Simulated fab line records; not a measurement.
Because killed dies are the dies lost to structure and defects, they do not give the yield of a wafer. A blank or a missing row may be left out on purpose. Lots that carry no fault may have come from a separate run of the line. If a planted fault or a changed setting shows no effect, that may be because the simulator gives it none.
Chamber matching + flow gf180mcu + 3 sister chambers for GF_V4_CVD_02 on pecvd-03
The step deposits SiO2 from TEOS, target thk 850 nm, time 94.851 s. 3 wafers are shown with their chamber, then 10 later ones without.

## WAFERS WITH THEIR CHAMBER
| wafer  | chamber | heater-power-w (W) |
|--------|---------|--------------------|
| L089.5 | 2       | 503                |
| L090.2 | 1       | 700                |
| L090.5 | 0       | 641                |

## WAFERS WITHOUT THEIR CHAMBER
| wafer  | heater-power-w (W) |
|--------|--------------------|
| L090.6 | 727                |
| L093.2 | 575                |
| L093.3 | 615                |
| L093.4 | 621                |
| L094.1 | 766                |
| L094.2 | 621                |
| L094.3 | 668                |
| L094.4 | 647                |
| L094.5 | 524                |
| L094.6 | 603                |

## CHAMBER TAKEN BY EACH
| wafer  | from the rows above          | in truth                   |
|--------|------------------------------|----------------------------|
| L090.6 | can't be placed: 1 or 0      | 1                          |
| L093.2 | can't be placed: 0 or 2 or 1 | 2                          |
| L093.3 | can't be placed: 0 or 1      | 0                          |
| L093.4 | can't be placed: 0 or 1      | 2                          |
| L094.1 | can't be placed: 1 or 0      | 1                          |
| L094.2 | can't be placed: 0 or 1      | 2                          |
| L094.3 | can't be placed: 0 or 1      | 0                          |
| L094.4 | can't be placed: 0 or 1      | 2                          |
| L094.5 | 2                            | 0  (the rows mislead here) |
| L094.6 | can't be placed: 0 or 1 or 2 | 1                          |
Correctly placed: 0 of 10. Not placeable from these rows: 9 (in 6, the candidates include the true chamber). Placed wrongly: 1.
How it was worked out, from the rows above alone: a wafer's distance from a chamber is the root of the sum, over the readings, of the square of ((its reading less the chamber's mean) divided by the reading's scatter). The wafer belongs to the nearest chamber; if the next one is less than 2 further off, it can't be placed. The mean given for a chamber averages the wafers shown for that chamber. The scatter: root of mean squared gap, hidden wafer to nearest shown wafer, with one shown wafer a chamber.
